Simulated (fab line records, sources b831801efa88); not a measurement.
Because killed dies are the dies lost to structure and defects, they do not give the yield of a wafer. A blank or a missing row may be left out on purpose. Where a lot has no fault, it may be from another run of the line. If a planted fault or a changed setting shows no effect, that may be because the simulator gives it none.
fab line records	flow gf180mcu
[record] lots = 12	wafers = 36	last-day = 34
route steps=602 shown HV_LDD@195 SAB@277
lots with no fault: from the same line, run without faults
start-h: the number of hours between the record's first day and the start of the first shown wafer of the lot	wait-h: how many hours have passed since the lot's step before this one	" as in the row above	L1.1+2: a row that stands for several wafers	- no value, or no start was given	* or withheld: withheld	< > ~ a bound
route shown NAME@n: a module of which the file shows steps, and the number in the route of the first	usual: mean/standard deviation of fault-free wafers	same: alike in all rows	chamber/n: place in a boat	sites: the reading at each site	_std_site: how widely they spread, as a standard deviation	_edge_site: outer sites' mean less inner sites'	radius-mm: how far each site lies from the wafer's centre	mask NAME#n: copy n	behind: the tool/chamber that last shaped the wafer	hold: reason for holding the lot/hours on hold/outcome of the hold	device: names the non-switching transistor (n, p or np)	end of line: the same wafers' tests at the end of the route	where a step has no rows: the recipe by itself	killed: the dies lost at the first sort to structure and to defects; this is not the yield of the wafer	map: a wafer's dies, x killed, . not, _ none there
set.NAME: the run value of the setting; set.NAME@STEP: its run value at that earlier step	model.NAME: the simulator's own value behind a step, which no gauge read
one table for each step of the route and one row for each wafer, over a sample of lots
services: when a tool's chamber went out of use (start-h, in hours from the record's first day, below 0 if earlier), for how many hours, and the reason
[[steps]]
[step GF_HV_LDD_CD_MEAS_19]
[recipe] target-cd-nm = 400
[usual] cd-nm = 400.6/2.1
lot.wafer	tool	chamber	start-h	wait-h	cd-nm
L389.2	cd-sem-01	-	241.84	0.1	405.3
L389.4	"	-	"	"	404.6
L389.5	"	-	"	"	404.4
L390.4	cd-sem-01	-	250.73	0.1	397.9
L390.5	"	-	"	"	400.8
L390.6	"	-	"	"	398.8
L392.1	cd-sem-01	-	262.52	0.1	401.9
L392.2	"	-	"	"	403.1
L392.4	"	-	"	"	403.2
L393.1	cd-sem-02	-	273.60	0.1	403.3
L393.3	"	-	"	"	401.3
L393.4	"	-	"	"	403.1
L398.1	cd-sem-02	-	309.82	0.1	400.7
L398.3	"	-	"	"	401.1
L398.4	"	-	"	"	401.9
L400.3	cd-sem-02	-	323.29	0.1	399.3
L400.5	"	-	"	"	398.3
L400.6	"	-	"	"	401.4
L401.1	cd-sem-01	-	333.55	0.1	400.3
L401.3	"	-	"	"	401.6
L401.5	"	-	"	"	400.2
L403.2	cd-sem-01	-	357.59	0.1	402.1
L403.3	"	-	"	"	398.4
L403.6	"	-	"	"	400.7
L404.2	cd-sem-02	-	365.62	0.1	401.0
L404.4	"	-	"	"	397.6
L404.6	"	-	"	"	398.4
L407.2	cd-sem-02	-	379.19	0.1	398.9
L407.3	"	-	"	"	398.8
L407.5	"	-	"	"	399.7
L408.2	cd-sem-02	-	388.04	0.1	402.4
L408.4	"	-	"	"	402.1
L408.5	"	-	"	"	400.5
L409.1	cd-sem-02	-	396.47	0.1	398.1
L409.3	"	-	"	"	398.4
L409.5	"	-	"	"	396.6
[step GF_HV_LDD_IMPLANT_33]
[recipe] species = P	energy-kev = 60	dose-cm2 = 7.5e+12	tilt-deg = 30	rotation-deg = 0
[usual] dose-ions-cm2 = 7.501e+12/8.4e+09	faraday-current-uA = 42.2/0.78
lot.wafer	tool	chamber	start-h	wait-h	dose-ions-cm2	faraday-current-uA
L389.2	implanter-03	0	260.95	0.0	7.491e+12	41.3
L389.4	"	0	"	"	7.501e+12	41.6
L389.5	"	0	"	"	7.496e+12	41.9
L390.4	implanter-01	0	270.10	0.1	7.511e+12	44.1
L390.5	"	0	"	"	7.517e+12	41.8
L390.6	"	0	"	"	7.518e+12	42.4
L392.1	implanter-03	0	281.83	0.0	7.506e+12	42.0
L392.2	"	0	"	"	7.512e+12	42.9
L392.4	"	0	"	"	7.505e+12	42.6
L393.1	implanter-04	0	293.50	0.0	7.498e+12	43.1
L393.3	"	0	"	"	7.501e+12	41.0
L393.4	"	0	"	"	7.49e+12	43.2
L398.1	implanter-01	0	330.78	0.0	7.495e+12	41.3
L398.3	"	0	"	"	7.506e+12	42.4
L398.4	"	0	"	"	7.496e+12	41.2
L400.3	implanter-03	0	345.05	0.1	9.18e+11	5.1
L400.5	"	0	"	"	9.16e+11	5.2
L400.6	"	0	"	"	9.04e+11	5.0
L401.1	implanter-03	0	355.10	0.0	9.15e+11	5.3
L401.3	"	0	"	"	9.24e+11	4.9
L401.5	"	0	"	"	9.24e+11	5.1
L403.2	implanter-04	0	380.00	0.0	7.485e+12	42.1
L403.3	"	0	"	"	7.493e+12	43.1
L403.6	"	0	"	"	7.481e+12	41.8
L404.2	implanter-04	0	388.98	0.0	7.512e+12	42.9
L404.4	"	0	"	"	7.5e+12	42.2
L404.6	"	0	"	"	7.496e+12	42.6
L407.2	implanter-01	0	401.78	0.0	7.505e+12	42.9
L407.3	"	0	"	"	7.518e+12	42.2
L407.5	"	0	"	"	7.508e+12	42.2
L408.2	implanter-03	0	411.30	0.0	7.497e+12	42.1
L408.4	"	0	"	"	7.506e+12	42.2
L408.5	"	0	"	"	7.502e+12	42.1
L409.1	implanter-04	0	420.38	0.0	7.505e+12	43.6
L409.3	"	0	"	"	7.486e+12	41.5
L409.5	"	0	"	"	7.504e+12	42.4
[step GF_HV_LDD_TW_MEAS_38]
[usual] HV_LDD_3_TW = 1429/12
lot.wafer	tool	chamber	start-h	wait-h	HV_LDD_3_TW
L389.2	film-metro-04	-	261.64	0.1	1439
L389.4	"	-	"	"	1434
L389.5	"	-	"	"	1437
L390.4	film-metro-02	-	270.75	0.1	1420
L390.5	"	-	"	"	1422
L390.6	"	-	"	"	1414
L392.1	film-metro-02	-	282.53	0.1	1418
L392.2	"	-	"	"	1413
L392.4	"	-	"	"	1412
L393.1	film-metro-02	-	294.20	0.1	1411
L393.3	"	-	"	"	1414
L393.4	"	-	"	"	1418
L398.1	film-metro-02	-	331.48	0.1	1416
L398.3	"	-	"	"	1423
L398.4	"	-	"	"	1415
L400.3	film-metro-04	-	345.72	0.1	1343
L400.5	"	-	"	"	1344
L400.6	"	-	"	"	1334
L401.1	film-metro-04	-	355.80	0.1	1338
L401.3	"	-	"	"	1340
L401.5	"	-	"	"	1338
L403.2	film-metro-04	-	380.69	0.1	1429
L403.3	"	-	"	"	1432
L403.6	"	-	"	"	1438
L404.2	film-metro-04	-	389.66	0.1	1432
L404.4	"	-	"	"	1437
L404.6	"	-	"	"	1436
L407.2	film-metro-04	-	402.46	0.1	1429
L407.3	"	-	"	"	1436
L407.5	"	-	"	"	1424
L408.2	film-metro-04	-	411.99	0.1	1431
L408.4	"	-	"	"	1438
L408.5	"	-	"	"	1431
L409.1	film-metro-01	-	421.08	0.1	1429
L409.3	"	-	"	"	1428
L409.5	"	-	"	"	1421
[step GF_HV_LDD_RS_MEAS_53]
[recipe] thk-meas-gauge = four-point-probe
[usual] HV_LDD_RS = 418.8/1.1
lot.wafer	tool	chamber	start-h	wait-h	HV_LDD_RS[ohm/sq]
L389.2	film-metro-04	-	281.17	0.1	416.7
L389.4	"	-	"	"	418.4
L389.5	"	-	"	"	418.3
L390.4	film-metro-04	-	289.31	0.1	418.3
L390.5	"	-	"	"	418.8
L390.6	"	-	"	"	419.6
L392.1	film-metro-04	-	301.42	0.1	419.4
L392.2	"	-	"	"	419.8
L392.4	"	-	"	"	418.5
L393.1	film-metro-02	-	314.93	0.1	418.3
L393.3	"	-	"	"	418.6
L393.4	"	-	"	"	418.9
L398.1	film-metro-01	-	353.10	0.1	416.6
L398.3	"	-	"	"	417.3
L398.4	"	-	"	"	417.8
L400.3	film-metro-02	-	367.70	0.1	437.1
L400.5	"	-	"	"	435.6
L400.6	"	-	"	"	436.0
L401.1	film-metro-02	-	378.21	0.1	436.3
L401.3	"	-	"	"	437.5
L401.5	"	-	"	"	438.2
L403.2	film-metro-02	-	403.42	0.1	418.8
L403.3	"	-	"	"	418.9
L403.6	"	-	"	"	417.4
L404.2	film-metro-04	-	413.20	0.1	419.4
L404.4	"	-	"	"	419.8
L404.6	"	-	"	"	419.8
L407.2	film-metro-04	-	426.62	0.1	420.4
L407.3	"	-	"	"	421.1
L407.5	"	-	"	"	421.8
L408.2	film-metro-04	-	436.40	0.1	419.7
L408.4	"	-	"	"	418.9
L408.5	"	-	"	"	418.6
L409.1	film-metro-01	-	446.30	0.1	416.8
L409.3	"	-	"	"	417.9
L409.5	"	-	"	"	417.0
[step GF_HV_LDD_THK_MEAS_55]
[recipe] reads = SiO2_of_HV_LDD_CVD_54
[usual] HV_LDD_CVD_54_THK = 10.02/0.13
lot.wafer	tool	chamber	start-h	wait-h	HV_LDD_CVD_54_THK[nm]
L389.2	film-metro-04	-	282.30	0.0	10.10
L389.4	"	-	"	"	10.01
L389.5	"	-	"	"	10.07
L390.4	film-metro-04	-	290.94	0.0	9.90
L390.5	"	-	"	"	10.12
L390.6	"	-	"	"	9.96
L392.1	film-metro-04	-	302.56	0.0	10.21
L392.2	"	-	"	"	10.09
L392.4	"	-	"	"	10.21
L393.1	film-metro-02	-	316.07	0.0	10.05
L393.3	"	-	"	"	9.98
L393.4	"	-	"	"	10.26
L398.1	film-metro-04	-	354.25	0.0	9.98
L398.3	"	-	"	"	9.91
L398.4	"	-	"	"	10.03
L400.3	film-metro-04	-	368.82	0.0	10.17
L400.5	"	-	"	"	10.19
L400.6	"	-	"	"	10.15
L401.1	film-metro-01	-	380.01	0.0	9.93
L401.3	"	-	"	"	9.93
L401.5	"	-	"	"	9.97
L403.2	film-metro-04	-	404.55	0.0	9.74
L403.3	"	-	"	"	9.90
L403.6	"	-	"	"	9.75
L404.2	film-metro-01	-	414.59	0.0	9.99
L404.4	"	-	"	"	10.08
L404.6	"	-	"	"	9.96
L407.2	film-metro-02	-	427.75	0.0	10.22
L407.3	"	-	"	"	10.23
L407.5	"	-	"	"	10.19
L408.2	film-metro-02	-	437.53	0.0	10.35
L408.4	"	-	"	"	10.10
L408.5	"	-	"	"	9.97
L409.1	film-metro-02	-	447.44	0.0	9.86
L409.3	"	-	"	"	9.88
L409.5	"	-	"	"	9.97
[step GF_SAB_STRIP_13]
[recipe] chemistry = O2/N2	power-w = 1400	pressure-mtorr = 1500	platen-temp-c = 250	o2-flow-sccm = 3000	n2-flow-sccm = 300	overash-fraction = 0.5
[usual] chamber-pressure-mTorr = 1499.9/1.5	drypump-motor-current-A = 5.89/0.27	heater-power-w = 358/28	oes-product-au = 0.710/0.0049	strip-time-to-endpoint-s = 12.63/0.032
lot.wafer	tool	chamber	start-h	wait-h	chamber-pressure-mTorr	drypump-motor-current-A	heater-power-w	oes-product-au	rf-hours-counter-h	strip-time-to-endpoint-s
L389.2	plasma-asher-04	0	345.61	0.0	1498.1	6.13	389	0.715	24	12.63
L389.4	"	0	"	"	1499.8	6.12	387	0.705	-	12.65
L389.5	"	1	"	"	1499.8	5.57	358	0.714	-	12.62
L390.4	plasma-asher-02	0	356.51	0.0	1502.3	6.17	306	0.700	-	12.70
L390.5	"	1	"	"	1499.1	5.64	385	0.709	-	12.72
L390.6	"	0	"	"	1499.9	6.16	305	0.709	-	12.65
L392.1	plasma-asher-04	1	369.08	0.0	1503.0	5.59	367	0.710	27	12.60
L392.2	"	0	"	"	1501.3	6.15	383	0.713	27	12.60
L392.4	"	0	"	"	1499.9	6.15	383	0.709	-	12.61
L393.1	plasma-asher-03	0	383.29	0.0	1498.9	5.73	362	0.716	51	12.62
L393.3	"	0	"	"	1501.0	5.73	351	0.709	-	12.61
L393.4	"	1	"	"	1500.5	6.26	341	0.713	-	12.61
L398.1	plasma-asher-02	0	425.38	0.0	1499.9	6.13	310	0.703	82	12.62
L398.3	"	1	"	"	1497.1	5.62	374	0.712	-	12.59
L398.4	"	0	"	"	1498.8	6.15	305	0.710	-	12.57
L400.3	plasma-asher-04	0	442.24	0.0	1499.3	6.08	390	0.713	-	12.66
L400.5	"	1	"	"	1500.3	5.58	357	0.708	-	12.67
L400.6	"	0	"	"	1500.8	6.09	386	0.712	-	12.57
L401.1	plasma-asher-03	0	453.87	0.0	1500.1	5.73	356	0.711	58	12.57
L401.3	"	1	"	"	1500.4	6.25	348	0.710	-	12.60
L401.5	"	1	"	"	1501.6	6.29	351	0.721	-	12.62
L403.2	plasma-asher-02	0	479.71	0.0	1499.4	6.15	304	0.715	89	12.62
L403.3	"	1	"	"	1499.9	5.64	377	0.713	-	12.63
L403.6	"	1	"	"	1498.8	5.65	382	0.716	-	12.62
L404.2	plasma-asher-02	0	489.48	0.0	1499.3	6.15	299	0.710	91	12.55
L404.4	"	0	"	"	1503.3	6.13	296	0.706	-	12.58
L404.6	"	1	"	"	1497.7	5.62	383	0.712	-	12.58
L407.2	plasma-asher-04	1	502.67	0.0	1501.4	5.59	362	0.704	43	12.68
L407.3	"	0	"	"	1499.8	6.12	389	0.704	-	12.67
L407.5	"	0	"	"	1500.8	6.12	386	0.716	-	12.62
L408.2	plasma-asher-02	1	512.16	0.0	1499.6	5.63	374	0.702	93	12.55
L408.4	"	1	"	"	1499.8	5.63	376	0.700	-	12.64
L408.5	"	0	"	"	1498.0	6.15	292	0.719	-	12.60
L409.1	plasma-asher-04	0	520.78	0.0	1498.3	6.16	388	0.708	45	12.60
L409.3	"	1	"	"	1498.3	5.58	347	0.704	-	12.62
L409.5	"	0	"	"	1499.2	6.14	379	0.711	-	12.63
[[services]]
tool	chamber	start-h	hours	kind
plasma-asher-04	-	249.44	13.0	repair
implanter-01	-	257.25	2.3	repair
implanter-01	-	273.99	9.5	repair
plasma-asher-02	-	283.25	3.1	repair
implanter-04	-	287.29	2.2	repair
implanter-04	-	299.69	4.0	pm
implanter-01	-	338.29	4.0	repair
plasma-asher-03	-	339.17	28.1	pm
implanter-01	-	362.51	3.2	pm
implanter-03	-	381.74	7.9	pm
implanter-04	-	400.48	3.1	pm
plasma-asher-02	-	403.15	2.8	pm
implanter-01	-	422.93	1.7	repair
implanter-01	-	440.37	13.0	pm
implanter-04	-	452.47	3.7	repair
plasma-asher-03	-	473.05	0.8	repair
implanter-01	-	474.91	2.6	repair
[[key]]
[first-sign] step = GF_HV_LDD_IMPLANT_33	reading = dose-ions-cm2	direction = down	sigmas = 99+	usual = 7.501e+12	struck = 9.17e+11
[effect] step = GF_HV_LDD_IMPLANT_33	reading = faraday-current-uA	direction = down	sigmas = 48	usual = 42.2	struck = 5.1
[effect] step = GF_HV_LDD_TW_MEAS_38	reading = HV_LDD_3_TW	direction = down	sigmas = 7.8	usual = 1429	struck = 1339
[effect] step = GF_HV_LDD_RS_MEAS_53	reading = HV_LDD_RS	direction = up	sigmas = 16	usual = 418.8	struck = 436.8
met-at GF_HV_LDD_IMPLANT_33
struck-lots L400,L401
tester-left-out L400,L401
not-acting-at GF_HV_LDD_CD_MEAS_19,GF_HV_LDD_THK_MEAS_55,GF_SAB_STRIP_13
onset-between 281.83 345.05
[fault] kind = process-parameter-drift	tool = implanter-03	chamber = -	onset-h = 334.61	steps = GF_HV_LDD_IMPLANT_33	channel = dose-cm2	offset = -6.593e+12	shape = step	end-h = 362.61	acts-in = these-recipes-only	stated = 7.5e+12
// tester-left-out: of these lots the tester's yield and bins aren't shown, on N5 and GAA mostly nor the transistor test; their killed dies are dies lost to structure and defects alone, not to doping, threshold or leakage, so they don't give the yield
